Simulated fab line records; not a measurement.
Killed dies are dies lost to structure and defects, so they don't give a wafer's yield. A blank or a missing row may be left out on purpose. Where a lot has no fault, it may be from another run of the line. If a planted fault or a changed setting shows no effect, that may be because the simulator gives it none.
Struck lot and sound lot, side by side    flow sky130    28 out of 708 route steps
Sound: wafers L485.1, L485.2, L485.3. Struck: wafers L496.2, L496.5, L496.6. The cause is named last.
Each step with rows lists, per side, the tool, then ch with its chambers, then its first start. Under that, the readings that differ: sound wafers    struck wafers    difference of the means    sigmas: that difference in standard deviations of wafers without a fault.
alike: words and numbers the same on both sides, and readings whose means are apart by under 2 such deviations; not compared: readings that were withheld, readings missing a value for some wafer, numbers with overlapping values and no deviation given by the record, and bounds like >300 which may hide the same value.
Wherever a step has rows on one side only, a row that says differs or no value, or a row with sigmas, the two part there. When numbers do not overlap yet have no deviation, they are printed without sigmas and do not part them. A reading that every wafer of one side lacks parts them only if that side has two wafers or more.

first, 5 steps without rows for these wafers: SKY_SONOS_ONO_COAT_08 (resist thk 1140 nm); SKY_SONOS_ONO_SOFTBAKE_09 (time 60 s); SKY_SONOS_ONO_EXPOSE_10 (exposes mask ONOM, target cd 410 nm); SKY_SONOS_ONO_PEB_11; SKY_SONOS_ONO_DEVELOP_12 (develop time 60 s).
SKY_SONOS_ONO_CD_MEAS_13: the cd target is 410 nm.
  struck on cdSem-02, day 16 20:41; sound on cdSem-01, day 13 01:49
  alike: cdNm
SKY_SONOS_ONO_OVL_MEAS_14:
  struck on overlay-02, day 16 20:47; sound on overlay-02, day 13 01:56
  alike: SONOS_ONO_OVL
SKY_SONOS_ONO_ETCH_15: etches the open film in CHF3/O2, target depth 19.52 nm, time 7.8 s.
  sound on rieDiel-01 ch 1,2,3, day 13 01:58; struck on rieDiel-03 ch 0,3, day 16 20:49
  alike: chamberPressureMTorr, drypumpMotorCurrentA, oesProductAu, throttleValvePct
  not compared: rfHoursCounterH
then, 1 step without rows for these wafers: SKY_SONOS_ONO_WET_ETCH_16 (etches SiO2 in dHF, target depth 14 nm, time 280 s).
SKY_SONOS_ONO_STRIP_17: strips in O2/N2.
  sound on plasmaAsher-03 ch 0,1, day 13 02:04; struck on plasmaAsher-03 ch 0,1, day 16 20:55
reading                   sound              struck             difference  sigmas
stripTimeToEndpointS (s)  14.03 13.98 13.94  14.14 14.08 14.08  +0.12       +2
  alike: chamberPressureMTorr, drypumpMotorCurrentA, oesProductAu
  not compared: rfHoursCounterH
then, 2 steps without rows for these wafers: SKY_SONOS_ONO_WET_ETCH_18 (etches Si3N4 in H3PO4, target depth 15 nm, time 172 s); SKY_GATE_OXIDE_CLEAN_00 (cleans in SC1/SC2, time 150 s).
SKY_GATE_OXIDE_OXIDATION_01: stabilise 600 s, purge 300 s, target thk 10.268 nm.
  sound on furnace-02 ch 0, day 13 04:19; struck on furnace-02 ch 0, day 16 21:38
reading                                           sound              struck                difference  sigmas
oxTimeS (s)                                       1473 1473 1473     1973.8 1973.8 1973.8  +500.8      
model.SiO2_of_GATE_OXIDE_OXIDATION_01.thkNm (nm)  10.37 10.35 10.48  12.38 12.57 12.48     +2.08       
  alike: tube_center_temp_C_max
SKY_GATE_OXIDE_THK_MEAS_02:
  struck on filmMetro-02, day 16 23:17; sound on filmMetro-01, day 13 05:44
reading                           sound              struck             difference  sigmas
GATE_OXIDE_OXIDATION_00_THK (nm)  10.38 10.34 10.45  12.34 12.58 12.48  +2.08       +11
  not compared: hold
then, 6 steps without rows for these wafers: SKY_GATE_OXIDE_HMDS_04 (prime time 60 s); SKY_GATE_OXIDE_COAT_05 (resist thk 1140 nm); SKY_GATE_OXIDE_SOFTBAKE_06 (time 60 s); SKY_GATE_OXIDE_EXPOSE_07 (exposes mask LVOM, target cd 600 nm); SKY_GATE_OXIDE_PEB_08; SKY_GATE_OXIDE_DEVELOP_09 (develop time 60 s).
SKY_GATE_OXIDE_OVL_MEAS_10:
  struck on overlay-02, day 18 04:25; sound on overlay-01, day 14 07:40
reading              sound        struck        difference  sigmas
GATE_OXIDE_OVL (nm)  3.1 2.6 2.6  -0.4 0.1 0.1  -2.8        -2
then, 2 steps without rows for these wafers: SKY_GATE_OXIDE_IMPLANT_11; SKY_GATE_OXIDE_WET_ETCH_12 (etches SiO2 in dHF, target depth 16.8 nm, time 336 s).
SKY_GATE_OXIDE_STRIP_13: strips in O2/N2.
  sound on plasmaAsher-03 ch 0,1, day 14 07:58; struck on plasmaAsher-03 ch 0,1, day 18 04:42
reading                   sound              struck             difference  sigmas
oesProductAu (a.u.)       0.718 0.720 0.722  0.710 0.703 0.702  -0.015      -3
stripTimeToEndpointS (s)  14.24 14.22 14.23  14.11 14.21 14.16  -0.07       -2
  alike: chamberPressureMTorr, drypumpMotorCurrentA
  not compared: rfHoursCounterH
SKY_GATE_OXIDE_TW_MEAS_14:
  struck on filmMetro-04, day 18 05:02; sound on filmMetro-01, day 14 08:04
  alike: GATE_OXIDE_TW
  not compared: hold
SKY_GATE_OXIDE_OXIDATION_16: stabilise 600 s, purge 300 s, target thk 3.57 nm.
  sound on furnace-01 ch 0, day 14 09:08; struck on furnace-02 ch 0, day 18 08:01
reading                                           sound             struck             difference  sigmas
model.SiO2_of_GATE_OXIDE_OXIDATION_01.thkNm (nm)  11.7 11.69 11.82  13.64 13.79 13.67  +1.96       
  alike: oxTimeS, tube_center_temp_C_max
then, 1 step without rows for these wafers: SKY_POLY_GATE_CVD_00 (deposits poly-Si, target thk 180 nm, time 720 s).
-- record jumps: 30 days separate the struck wafers' starts on either side; left off in module POLY_GATE, taken up again in module PAD_OPEN, whose first shown step is the route's number 708 --
SKY_PAD_OPEN_PROBE_99:
  struck on prober-02, day 48 18:49; sound on prober-02, day 46 06:20
reading                              sound                          struck                         difference  sigmas
killed_at_M0_to_M3                   52 49 48                       40 28 42                       -13         -2
model.etest.nfet_16v.rOnOhmUm        1.408e+04 1.407e+04 1.424e+04  1.533e+04 1.547e+04 1.539e+04  +1.267e+03  
model.etest.tipSonos.rsOhmSq         2811 2795 2861                 3170 3252 3306                 +420        
model.etest.pfetG5v0d10v5.rOnOhmUm   4800 4808 4861                 5129 5110 5184                 +318        
model.etest.nfetG5v0d10v5.rOnOhmUm   1895 1886 1908                 2064 2078 2050                 +168        
model.etest.nfetG5v0d10v5.driveUaUm  603.4 603.7 595.3              523 514.1 521.4                -81         
model.etest.nfet_05v0_nvt.driveUaUm  574.8 575.9 569.2              506.4 498.6 503.5              -70.5       
model.etest.pfetG5v0d10v5.driveUaUm  336.8 338.1 332.3              304.6 307.4 302.4              -30.9       
  alike: killed_at_M4_up, killedAtContacts, killedAtFrontEnd, killedAtOther, killedDies, killedOpen, killedShort
  not compared: model.etest.pfet_16v.rOnOhmUm

## WHERE THEY PART
Last at SKY_PAD_OPEN_PROBE_99 as far as this record goes, first at SKY_SONOS_ONO_STRIP_17.

WHY: the cause the simulator had injected
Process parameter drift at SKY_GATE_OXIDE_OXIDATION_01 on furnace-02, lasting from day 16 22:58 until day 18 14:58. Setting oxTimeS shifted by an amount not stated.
